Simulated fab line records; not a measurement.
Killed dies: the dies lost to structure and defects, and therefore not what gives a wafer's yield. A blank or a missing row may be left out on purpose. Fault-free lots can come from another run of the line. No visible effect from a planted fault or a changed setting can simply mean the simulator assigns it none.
The tool behind it: which one?    flow sky130    6 lots, 18 wafers sampled, at 4 steps of a route of 708

## WHAT THE GAUGES READ, wafer by wafer
SKY_CAPM_THK_MEAS_01.
lot   measured      on             CAPM_CVD_00_THK (nm)
L863  day 36 17:25  film-metro-02  15.04 15.23 15.60
L867  day 38 01:41  film-metro-02  15.20 15.27 15.53
L869  day 38 19:41  film-metro-01  15.40 15.62 15.39
L872  day 40 04:02  film-metro-03  15.44 15.38 15.58
L877  day 41 09:19  film-metro-02  31.07 30.92 31.31 31.03 30.91 31.32
L883  day 42 17:38  film-metro-03  15.41 15.46 15.58

## WHAT TOOL EACH LOT RAN ON (gives the tool, then ch and the chambers of the sampled wafers, and finally the start)
lot   SKY_VIA2_ETCH_15                    SKY_METAL3_SPUTTER_04         SKY_CAPM_CVD_00
L863  rie-diel-02 ch 0,2,3, day 36 15:50  pvd-sputter-01, day 36 17:21  pecvd-01 ch 0,2, day 36 17:24
L867  rie-diel-04 ch 0,2, day 38 00:08    pvd-sputter-01, day 38 01:37  pecvd-01 ch 1,2, day 38 01:40
L869  rie-diel-04 ch 0,2, day 38 18:10    pvd-sputter-03, day 38 19:36  pecvd-01 ch 0,1,2, day 38 19:39
L872  rie-diel-02 ch 0,1, day 39 23:17    pvd-sputter-03, day 40 03:58  pecvd-04 ch 0,1,2, day 40 04:01
L877  rie-diel-01 ch 0,2, day 41 07:37    pvd-sputter-03, day 41 09:04  pecvd-04 ch 0,1,2, day 41 09:00
L883  rie-diel-02 ch 0,1,2, day 42 16:07  pvd-sputter-02, day 42 17:33  pecvd-04 ch 0,1, day 42 17:36
- SKY_VIA2_ETCH_15: etches SiO2 in C4F8/O2/Ar, stops on TiN, target depth 546 nm, time 84 s.
- SKY_METAL3_SPUTTER_04: material TiN, target thk 70 nm, time 58.3 s.
- SKY_CAPM_CVD_00: deposits SiO2, target thk 15.5 nm.

## THE ANSWER, worked out from the rows above alone
Rule: the usual values come from the lots themselves. The widest of any qualifying gaps counts: lots, ordered by their means at a reading, are off when they make up no more than a third of the lots, leave a main group of 4 or more, and stand apart from it by 3 or more times the standard deviation of that group's means. A main group is skipped when, at the precision printed for the reading in the tables above, its means are all equal. A lot without any number at a reading at which 4 lots or more have one is off too. The other lots that the step has rows for count as sound.
Off: L877, seen at SKY_CAPM_THK_MEAS_01 (CAPM_CVD_00_THK). The main group has a mean of 15.41 nm with a standard deviation of 0.081.
If a tool, at a process step before that reading, ran all the lots that are off and no sound lot after the first of them, it fits. Gauges at SKY_CAPM_THK_MEAS_01: tried the same way as those tools. Can't be told from this: 3 tools fit, rie-diel-01 at SKY_VIA2_ETCH_15, pvd-sputter-03 at SKY_METAL3_SPUTTER_04, film-metro-02 at SKY_CAPM_THK_MEAS_01.

## WHAT THE SIMULATOR PUT IN
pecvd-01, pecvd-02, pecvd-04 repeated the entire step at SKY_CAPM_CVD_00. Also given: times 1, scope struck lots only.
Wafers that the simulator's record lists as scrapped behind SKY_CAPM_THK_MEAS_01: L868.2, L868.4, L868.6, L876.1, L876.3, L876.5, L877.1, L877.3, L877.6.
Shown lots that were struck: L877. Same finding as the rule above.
